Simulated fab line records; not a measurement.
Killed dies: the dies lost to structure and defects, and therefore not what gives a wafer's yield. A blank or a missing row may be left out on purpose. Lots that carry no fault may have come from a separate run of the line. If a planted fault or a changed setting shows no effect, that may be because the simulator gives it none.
Which of the tools did it? / flow sky130 / 36 wafers from 12 lots sampled at 5 of the route's 708 steps

## WHAT EACH GAUGE READ, for each wafer
SKY_CAP2M_OVL_MEAS_12.
lot=L890; measured=day 40 17:38; on=overlay-01; CAP2M_OVL (nm)=-2.0 -2.6 -2.7
lot=L891; measured=day 41 05:28; on=overlay-02; CAP2M_OVL (nm)=1.1 2.1 0.4
lot=L892; measured=day 41 12:22; on=overlay-01; CAP2M_OVL (nm)=-1.2 -0.1 -0.7
lot=L895; measured=day 42 07:26; on=overlay-01; CAP2M_OVL (nm)=-0.2 -1.3 -1.4
lot=L893; measured=day 42 07:58; on=overlay-02; CAP2M_OVL (nm)=-1.4 -1.1 0.3
lot=L898; measured=day 43 04:05; on=overlay-01; CAP2M_OVL (nm)=-2.4 -0.8 -1.7
lot=L899; measured=day 43 11:58; on=overlay-01; CAP2M_OVL (nm)=-1.9 0.0 -0.8
lot=L902; measured=day 44 09:07; on=overlay-01; CAP2M_OVL (nm)=-3.4 -2.8 -2.9
lot=L903; measured=day 44 15:23; on=overlay-02; CAP2M_OVL (nm)=-1.9 -2.0 -0.5
lot=L904; measured=day 44 18:35; on=overlay-02; CAP2M_OVL (nm)=0.6 -1.3 0.3
lot=L912; measured=day 46 22:25; on=overlay-02; CAP2M_OVL (nm)=-1.7 -1.6 -0.6
lot=L913; measured=day 47 06:29; on=overlay-01; CAP2M_OVL (nm)=0.6 -0.5 -0.9

SKY_METAL4_OVL_MEAS_14.
lot=L890; measured=day 41 19:00; on=overlay-01; METAL4_OVL (nm)=3 6 5
lot=L891; measured=day 42 05:44; on=overlay-01; METAL4_OVL (nm)=11 2 2
lot=L892; measured=day 42 13:05; on=overlay-02; METAL4_OVL (nm)=-5 -3 -1
lot=L895; measured=day 43 07:35; on=overlay-02; METAL4_OVL (nm)=-8 -7 -3
lot=L893; measured=day 43 08:24; on=overlay-01; METAL4_OVL (nm)=12 10 10
lot=L898; measured=day 44 03:43; on=overlay-02; METAL4_OVL (nm)=7 5 7
lot=L899; measured=day 44 11:50; on=overlay-01; METAL4_OVL (nm)=-6 -4 -6
lot=L902; measured=day 45 07:57; on=overlay-02; METAL4_OVL (nm)=-3 -4 -3
lot=L903; measured=day 45 14:14; on=overlay-02; METAL4_OVL (nm)=4 5 1
lot=L904; measured=day 45 17:14; on=overlay-02; METAL4_OVL (nm)=-1 -6 -7
lot=L912; measured=day 47 19:02; on=overlay-01; METAL4_OVL (nm)=3 3 15
lot=L913; measured=day 48 02:00; on=overlay-01; METAL4_OVL (nm)=5 3 1

SKY_VIA4_THK_MEAS_01.
lot=L890; measured=day 41 20:25; on=film_metro-03; VIA4_HDPCVD_THK (nm)=1729 1765 1749
lot=L891; measured=day 42 07:02; on=film_metro-01; VIA4_HDPCVD_THK (nm)=1735 1746 1746
lot=L892; measured=day 42 14:22; on=film_metro-02; VIA4_HDPCVD_THK (nm)=1802 1758 1776
lot=L895; measured=day 43 08:44; on=film_metro-02; VIA4_HDPCVD_THK (nm)=1724 1717 1713
lot=L893; measured=day 43 09:40; on=film_metro-03; VIA4_HDPCVD_THK (nm)=1765 1755 1746
lot=L898; measured=day 44 05:04; on=film_metro-02; VIA4_HDPCVD_THK (nm)=1754 1749 1727
lot=L899; measured=day 44 13:04; on=film_metro-03; VIA4_HDPCVD_THK (nm)=1734 1733 1742
lot=L902; measured=day 45 09:05; on=film_metro-02; VIA4_HDPCVD_THK (nm)=1733 1730 1751
lot=L903; measured=day 45 15:22; on=film_metro-02; VIA4_HDPCVD_THK (nm)=1736 1766 1733
lot=L904; measured=day 45 18:22; on=film_metro-02; VIA4_HDPCVD_THK (nm)=1832 1738 1743
lot=L912; measured=day 47 20:21; on=film_metro-01; VIA4_HDPCVD_THK (nm)=1802 1745 1770
lot=L913; measured=day 48 03:16; on=film_metro-03; VIA4_HDPCVD_THK (nm)=1754 1767 1720

## WHICH TOOL RAN EACH LOT (tool, then ch and the chambers of the sampled wafers, then the start)
lot=L890; SKY_METAL4_DESCUM_15=rie_metal-02 ch 1, day 41 19:02; SKY_VIA4_HDPCVD_00=hdpcvd-02 ch 0,1,2, day 41 20:14
lot=L891; SKY_METAL4_DESCUM_15=rie_metal-01 ch 0,1, day 42 05:46; SKY_VIA4_HDPCVD_00=hdpcvd-02 ch 0,2, day 42 06:52
lot=L892; SKY_METAL4_DESCUM_15=rie_metal-02 ch 1, day 42 13:08; SKY_VIA4_HDPCVD_00=hdpcvd-01 ch 0,1,2, day 42 14:11
lot=L895; SKY_METAL4_DESCUM_15=rie_metal-04 ch 0,1, day 43 07:38; SKY_VIA4_HDPCVD_00=hdpcvd-02 ch 0,2, day 43 08:34
lot=L893; SKY_METAL4_DESCUM_15=rie_metal-01 ch 1, day 43 08:26; SKY_VIA4_HDPCVD_00=hdpcvd-01 ch 1,2, day 43 09:29
lot=L898; SKY_METAL4_DESCUM_15=rie_metal-02 ch 0,1, day 44 03:44; SKY_VIA4_HDPCVD_00=hdpcvd-02 ch 0,1,2, day 44 04:52
lot=L899; SKY_METAL4_DESCUM_15=rie_metal-01 ch 0, day 44 11:53; SKY_VIA4_HDPCVD_00=hdpcvd-01 ch 1,2, day 44 12:48
lot=L902; SKY_METAL4_DESCUM_15=rie_metal-04 ch 0,1, day 45 07:59; SKY_VIA4_HDPCVD_00=hdpcvd-02 ch 0,2, day 45 08:55
lot=L903; SKY_METAL4_DESCUM_15=rie_metal-04 ch 0,1, day 45 14:16; SKY_VIA4_HDPCVD_00=hdpcvd-01 ch 1,2, day 45 15:11
lot=L904; SKY_METAL4_DESCUM_15=rie_metal-02 ch 0,1, day 45 17:16; SKY_VIA4_HDPCVD_00=hdpcvd-02 ch 0,1,2, day 45 18:11
lot=L912; SKY_METAL4_DESCUM_15=rie_metal-02 ch 1, day 47 19:04; SKY_VIA4_HDPCVD_00=hdpcvd-01 ch 1,2, day 47 20:10
lot=L913; SKY_METAL4_DESCUM_15=rie_metal-01 ch 0, day 48 02:02; SKY_VIA4_HDPCVD_00=hdpcvd-01 ch 0,1, day 48 03:05
- SKY_METAL4_DESCUM_15: chemistry O2, time 8 s.
- SKY_VIA4_HDPCVD_00: deposits SiO2, target thk 1750 nm, time 291.7 s.

## WHAT THE TOOLS THEMSELVES READ (means of the sampled wafers that have a number; where no wafer has one, the mark that the record gives instead)
SKY_METAL4_DESCUM_15.
lot=L890; tool=rie_metal-02; drypump_motor_current_A (A)=5.9; oes_product_au (a.u.)=1.000
lot=L891; tool=rie_metal-01; drypump_motor_current_A (A)=5.6; oes_product_au (a.u.)=0.999
lot=L892; tool=rie_metal-02; drypump_motor_current_A (A)=5.9; oes_product_au (a.u.)=1.006
lot=L895; tool=rie_metal-04; drypump_motor_current_A (A)=4.9; oes_product_au (a.u.)=0.998
lot=L893; tool=rie_metal-01; drypump_motor_current_A (A)=5.0; oes_product_au (a.u.)=0.994
lot=L898; tool=rie_metal-02; drypump_motor_current_A (A)=5.5; oes_product_au (a.u.)=0.998
lot=L899; tool=rie_metal-01; drypump_motor_current_A (A)=5.9; oes_product_au (a.u.)=1.006
lot=L902; tool=rie_metal-04; drypump_motor_current_A (A)=4.8; oes_product_au (a.u.)=0.998
lot=L903; tool=rie_metal-04; drypump_motor_current_A (A)=4.8; oes_product_au (a.u.)=1.009
lot=L904; tool=rie_metal-02; drypump_motor_current_A (A)=5.5; oes_product_au (a.u.)=1.011
lot=L912; tool=rie_metal-02; drypump_motor_current_A (A)=5.9; oes_product_au (a.u.)=1.015
lot=L913; tool=rie_metal-01; drypump_motor_current_A (A)=6.0; oes_product_au (a.u.)=1.011

SKY_VIA4_HDPCVD_00.
lot=L890; tool=hdpcvd-02; pressure_mtorr (mTorr)=6.009; run_length_s (s)=319.4
lot=L891; tool=hdpcvd-02; pressure_mtorr (mTorr)=6.001; run_length_s (s)=319.4
lot=L892; tool=hdpcvd-01; pressure_mtorr (mTorr)=6.000; run_length_s (s)=319.6
lot=L895; tool=hdpcvd-02; pressure_mtorr (mTorr)=5.995; run_length_s (s)=319.2
lot=L893; tool=hdpcvd-01; pressure_mtorr (mTorr)=6.005; run_length_s (s)=319.4
lot=L898; tool=hdpcvd-02; pressure_mtorr (mTorr)=5.998; run_length_s (s)=319.6
lot=L899; tool=hdpcvd-01; pressure_mtorr (mTorr)=6.007; run_length_s (s)=320.1
lot=L902; tool=hdpcvd-02; pressure_mtorr (mTorr)=6.009; run_length_s (s)=319.4
lot=L903; tool=hdpcvd-01; pressure_mtorr (mTorr)=5.990; run_length_s (s)=319.4
lot=L904; tool=hdpcvd-02; pressure_mtorr (mTorr)=6.001; run_length_s (s)=324.4
lot=L912; tool=hdpcvd-01; pressure_mtorr (mTorr)=5.997; run_length_s (s)=319.9
lot=L913; tool=hdpcvd-01; pressure_mtorr (mTorr)=5.992; run_length_s (s)=319.2

## THE ANSWER, worked out from the rows above alone
Rule: what is usual is taken from the lots themselves. Put in order of their means at a reading, lots are off if they are a third of the lots or fewer, leave a main group of 4 or more, and stand apart from it by a gap of 3 or more times the standard deviation of the main group's means; of several such gaps the widest counts. A main group is skipped when, at the precision printed for the reading in the tables above, its means are all equal. A lot without any number at a reading at which 4 lots or more have one is off too. Where the step has rows for the other lots, those lots are counted as sound. First the gauges in route order, then the tools' own readings, where a lot's mean is used as printed above. At the first step where some lot is off, the reading lying furthest off is the one used; lots without a number count as furthest.
Off, at SKY_VIA4_HDPCVD_00 on run_length_s: L904. Main group: mean 319.5 s, sd 0.26.
If a tool, at that step or one of the process steps before it, ran each lot that is off and ran no sound lot following the first of them, it fits. One fits: SKY_VIA4_HDPCVD_00 on hdpcvd-02. Its last sound lot is L902 (day 45 08:55), its first lot that is off L904 (day 45 18:11): a fault that began between those two fits.
The tool's own readings at SKY_VIA4_HDPCVD_00 bear it out: on the lots that are off they differ by more than 5 times the standard deviation of the sound lots' means. run_length_s reads 324.4 s there against 319.5 s on the sound lots.

## WHAT HAD BEEN PUT IN BY THE SIMULATOR
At SKY_VIA4_HDPCVD_00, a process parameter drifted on hdpcvd-02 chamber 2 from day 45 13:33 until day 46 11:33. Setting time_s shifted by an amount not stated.
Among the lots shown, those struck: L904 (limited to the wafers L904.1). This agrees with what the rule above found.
